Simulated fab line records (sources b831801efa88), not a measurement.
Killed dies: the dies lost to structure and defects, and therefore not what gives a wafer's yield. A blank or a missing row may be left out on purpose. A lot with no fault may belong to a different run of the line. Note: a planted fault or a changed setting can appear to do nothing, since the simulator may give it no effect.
Which of the tools did it?    flow gf180mcu    30 wafers from 10 lots sampled at 4 of the route's 602 steps

== WHAT THE GAUGES READ, wafer by wafer ==
GF_V2_RS_MEAS_24: uses a four-point probe to measure.
lot   measured      on             V2_W_RS (ohm/sq)
L755  day 20 04:17  film-metro-01  0.3197 0.3220 0.3229
L756  day 20 13:53  film-metro-04  0.3285 0.3303 0.3323
L758  day 21 11:25  film-metro-04  0.3256 0.3326 0.3283
L761  day 22 14:47  film-metro-03  0.3285 0.3287 0.3260
L762  day 23 00:44  film-metro-03  0.3231 0.3288 0.3237
L763  day 23 10:19  film-metro-01  0.3218 0.2359 0.2407
L764  day 23 22:55  film-metro-04  0.3257 0.2383 0.3264
L772  day 26 11:01  film-metro-03  0.3280 0.3264 0.3255
L777  day 27 19:01  film-metro-04  0.3342 0.3290 0.3287
L778  day 27 21:04  film-metro-03  0.3263 0.3287 0.3316

== TOOL THAT RAN EACH LOT (tool first, then ch and the chambers of the sampled wafers, then the start) ==
lot   GF_M2_STRIP_17                        GF_V2_CVD_02                     GF_V2_CVD_23
L755  plasma-asher-04 ch 0,1, day 19 01:27  pecvd-01 ch 0,1,2, day 19 02:14  cvd-w-01 ch 1, day 20 04:09
L756  plasma-asher-02 ch 0,1, day 19 11:29  pecvd-02 ch 1,2, day 19 12:09    cvd-w-02 ch 0,1, day 20 13:46
L758  plasma-asher-04 ch 0,1, day 20 09:07  pecvd-03 ch 0,1, day 20 10:08    cvd-w-01 ch 0,1, day 21 11:18
L761  plasma-asher-04 ch 0,1, day 21 13:09  pecvd-02 ch 0,1,2, day 21 13:50  cvd-w-01 ch 0,1, day 22 14:40
L762  plasma-asher-02 ch 0, day 21 23:01    pecvd-03 ch 0,1, day 21 23:43    cvd-w-01 ch 0,1, day 23 00:38
L763  plasma-asher-01 ch 0,1, day 22 09:00  pecvd-03 ch 0,2, day 22 09:40    cvd-w-01 ch 0,1, day 23 10:11
L764  plasma-asher-04 ch 0,1, day 22 21:34  pecvd-02 ch 0,1,2, day 22 22:14  cvd-w-01 ch 0,1, day 23 22:48
L772  plasma-asher-04 ch 0,1, day 25 12:02  pecvd-02 ch 0,2, day 25 12:45    cvd-w-02 ch 0,1, day 26 10:54
L777  plasma-asher-02 ch 0,1, day 26 20:35  pecvd-02 ch 0,1,2, day 26 21:18  cvd-w-02 ch 0,1, day 27 18:53
L778  plasma-asher-01 ch 0,1, day 26 22:54  pecvd-03 ch 0,1,2, day 26 23:36  cvd-w-02 ch 0,1, day 27 20:55
- GF_M2_STRIP_17: strips in O2/N2.
- GF_V2_CVD_02: deposits SiO2 from TEOS, target thk 850 nm, time 94.851 s.
- GF_V2_CVD_23: deposits W, target thk 350 nm, time 104.94 s.

== THE ANSWER, worked out from the rows above alone ==
Rule: what is usual is taken from the lots themselves. Put in order of their means at a reading, lots are off if they are a third of the lots or fewer, leave a main group of 4 or more, and stand apart from it by a gap of 3 or more times the standard deviation of the main group's means; of several such gaps the widest counts. If all means in a main group match to the digits the tables above print for the reading, that group is not used. A lot without any number at a reading at which 4 lots or more have one is off too. Any other lot the step has rows for is counted as sound.
Off: at GF_V2_RS_MEAS_24 (V2_W_RS), L763, L764. The main group has a mean of 0.3275 ohm/sq with a standard deviation of 0.0028.
If a tool, at a process step before that reading, ran all the lots that are off and no sound lot after the first of them, it fits. Those tools and the gauges at GF_V2_RS_MEAS_24 are tried in the same way. One fits: GF_V2_CVD_23 on cvd-w-01. A fault onset in the window from L762 (day 23 00:38, its last sound lot) to L763 (day 23 10:11, its first lot off) fits.

== WHAT THE SIMULATOR HAD INSERTED ==
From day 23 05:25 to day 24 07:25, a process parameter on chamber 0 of cvd-w-01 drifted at GF_V2_CVD_23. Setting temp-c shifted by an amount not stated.
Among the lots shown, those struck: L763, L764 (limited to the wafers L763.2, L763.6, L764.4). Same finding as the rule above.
